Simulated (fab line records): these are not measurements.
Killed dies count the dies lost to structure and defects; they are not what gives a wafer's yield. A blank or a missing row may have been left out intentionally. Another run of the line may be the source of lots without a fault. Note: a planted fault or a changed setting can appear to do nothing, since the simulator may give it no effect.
Comparing a struck lot with a sound one -- flow sky130 -- 17 steps out of a route of 708
Sound: wafers L700.3, L700.4, L700.5. Wafers struck: L691.3, L691.4, L691.5. The cause is named last.
Order at every step that has rows: each side's tool, ch and its chambers, its first start. Under that, the readings that differ: sound wafers -- struck wafers -- difference of the means -- sigmas: that difference in standard deviations of wafers without a fault.
alike: a reading whose means differ by less than 2 such deviations, as well as words and numbers matching on both sides. not compared: withheld readings; readings where some wafer has no value; bounds like >300 that might hide an equal value; numbers whose values overlap and for which the record gives no deviation.
The two part at a step that has a row with sigmas, a row that says differs or no value, or rows on one side only. When numbers do not overlap yet have no deviation, they are printed without sigmas and do not part them. A reading missing from all wafers of one side parts the sides only when that side holds two or more wafers.

SKY_LDD_HVN_OVL_MEAS_07:
  sound on overlay-01, day 27 11:48; struck on overlay-01, day 24 15:05
  alike: LDD_HVN_OVL
following that, these wafers have no rows for 1 step: SKY_LDD_HVN_IMPLANT_08.
SKY_LDD_HVN_STRIP_09: strips in O2/N2.
  sound on plasma asher-03 ch 0,1, day 27 12:00; struck on plasma asher-02 ch 0,1, day 24 15:18
  alike: drypump motor current A, oes product au, strip time to endpoint s
  not compared: rf hours counter h
SKY_LDD_HVN_TW_MEAS_10:
  sound on film metro-01, day 27 12:05; struck on film metro-04, day 24 15:23
reading,sound,struck,difference,sigmas
LDD_HVN_TW,1445 1442 1434,1416 1410 1413,-27,-3
then, 7 steps without rows for these wafers: SKY_LDD_HVP_DEHYDRATE_00 (time 60 s); SKY_LDD_HVP_HMDS_01 (prime time 60 s); SKY_LDD_HVP_COAT_02 (resist thk 300 nm); SKY_LDD_HVP_SOFTBAKE_03 (time 60 s); SKY_LDD_HVP_EXPOSE_04 (exposes mask HVPTM, target cd 700 nm); SKY_LDD_HVP_PEB_05; SKY_LDD_HVP_DEVELOP_06 (develop time 60 s).
SKY_LDD_HVP_OVL_MEAS_07:
  sound on overlay-02, day 28 16:05; struck on overlay-01, day 25 20:18
  alike: LDD_HVP_OVL
SKY_LDD_HVP_IMPLANT_08:
  sound on implanter-03 ch 0, day 28 16:10; struck on implanter-02 ch 0, day 25 20:22
reading,sound,struck,difference,sigmas
beam on s (s),10.16 9.83 10.23,11.67 11.34 11.30,+1.36,+6
faraday current uA,96.4 99.0 95.5,83.9 85.8 86.2,-11.7,-6
  alike: tilt deg
SKY_LDD_HVP_STRIP_09: strips in O2/N2.
  sound on plasma asher-02 ch 0,1, day 28 16:18; struck on plasma asher-02 ch 0,1, day 25 20:30
  alike: drypump motor current A, oes product au, strip time to endpoint s
  not compared: rf hours counter h
SKY_LDD_HVP_TW_MEAS_10:
  sound on film metro-01, day 28 16:23; struck on film metro-04, day 25 20:35
reading,sound,struck,difference,sigmas
LDD_HVP_TW,460 459 457,477 474 475,+17,+3
then, 1 step without rows for these wafers: SKY_LDD_LDN_DEHYDRATE_00 (time 60 s).
-- a jump in the record: the struck wafers' starts before and after are 23 days apart (it breaks off in module LDD_LDN and resumes in module PAD_OPEN, where the first step shown is number 708 of the route) --
SKY_PAD_OPEN_PROBE_99:
  sound on prober-01, day 50 05:54; struck on prober-02, day 48 15:10
reading,sound,struck,difference,sigmas
model.etest.tip_p_5v.rs ohm sq,2806 2793 2798,2544 2541 2525,-262,
  alike: killed_at_M0_to_M3, killed_at_M4_up, killed at contacts, killed at front end, killed at other, killed dies, killed open, killed short

== WHERE THEY PART ==
Earliest at SKY_LDD_HVN_TW_MEAS_10; latest, in this record, at SKY_LDD_HVP_TW_MEAS_10. Later steps at which nothing parts them and some readings are alike: SKY_PAD_OPEN_PROBE_99.

WHY: what had been put in by the simulator
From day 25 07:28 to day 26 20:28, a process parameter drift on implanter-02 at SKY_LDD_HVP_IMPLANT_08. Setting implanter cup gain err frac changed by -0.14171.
